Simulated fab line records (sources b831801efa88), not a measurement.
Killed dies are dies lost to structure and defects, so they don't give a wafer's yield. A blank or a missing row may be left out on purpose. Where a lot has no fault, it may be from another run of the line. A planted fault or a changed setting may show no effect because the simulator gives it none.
Struck lot and sound lot, side by side || flow sky130 || 14 steps out of a route of 708
Sound: the wafers L580.1, L580.2, L580.4. Wafers struck: L587.1, L587.4, L587.5. The cause is named last.
Per side, at each step with rows, come the tool, then ch with its chambers, and then its first start. Under that, the readings that differ: sound wafers || struck wafers || difference of the means || sigmas: that difference in standard deviations of wafers without a fault.
alike: same words and numbers on both sides, and readings whose means sit less than 2 such deviations apart. not compared: any withheld reading, any reading some wafer has no value for, any bound like >300 that may hide the same value, and any number with overlapping values for which the record gives no deviation.
Wherever a step has rows on one side only, a row that says differs or no value, or a row with sigmas, the two part there. Numbers that have no deviation but don't overlap get no sigmas and don't part them. A reading missing from all wafers of one side parts the sides only when that side holds two or more wafers.

SKY_METAL1_SPUTTER_01: material TiN, target thk 20 nm, time 16.7 s.
  sound on pvd sputter-04 at day 34 08:39; struck on pvd sputter-04 at day 36 08:22
  alike: throttle valve pct
SKY_METAL1_SPUTTER_02: material AlCu, target thk 250 nm, time 13.3 s.
  sound on pvd sputter-04 at day 34 08:40; struck on pvd sputter-04 at day 36 08:23
  alike: throttle valve pct
SKY_METAL1_SPUTTER_03: material Ti, target thk 5 nm, time 3.3 s.
  sound on pvd sputter-04 at day 34 08:42; struck on pvd sputter-04 at day 36 08:25
  alike: throttle valve pct
SKY_METAL1_SPUTTER_04: material TiN, target thk 70 nm, time 58.3 s.
  sound on pvd sputter-04 at day 34 08:43; struck on pvd sputter-04 at day 36 08:25
  alike: throttle valve pct
SKY_METAL1_RS_MEAS_05: measures by four-point-probe.
  sound on film metro-02 at day 34 08:46; struck on film metro-02 at day 36 08:28
  alike: METAL1_ALCU_RS
SKY_METAL1_THK_MEAS_06: measures by xrf.
  sound on film metro-02 at day 34 08:53; struck on film metro-02 at day 36 08:35
  alike: METAL1_ALCU_THK
then, 6 steps without rows for these wafers: SKY_METAL1_DEHYDRATE_07 (time 60 s); SKY_METAL1_HMDS_08 (prime time 60 s); SKY_METAL1_COAT_09 (resist thk 60 nm); SKY_METAL1_COAT_10 (resist thk 450 nm); SKY_METAL1_SOFTBAKE_11 (time 90 s); SKY_METAL1_EXPOSE_12 (exposes mask MM1, target cd 140 nm).
SKY_METAL1_PEB_13:
  sound on litho track-01 ch 0, day 35 12:00; struck on litho track-02, day 37 09:00
{"reading": "exhaust pa (Pa)", "sound": "45.4 45.8 46.1", "struck": "- - -", "difference": "no value on the struck wafers", "sigmas": ""}
  not compared: chill plate temp C
then, 1 step without rows for these wafers: SKY_METAL1_DEVELOP_14 (develop time 60 s).

== WHERE THEY PART ==
At SKY_METAL1_PEB_13 and nowhere else, as far as this record goes.

WHY: the cause the simulator had injected
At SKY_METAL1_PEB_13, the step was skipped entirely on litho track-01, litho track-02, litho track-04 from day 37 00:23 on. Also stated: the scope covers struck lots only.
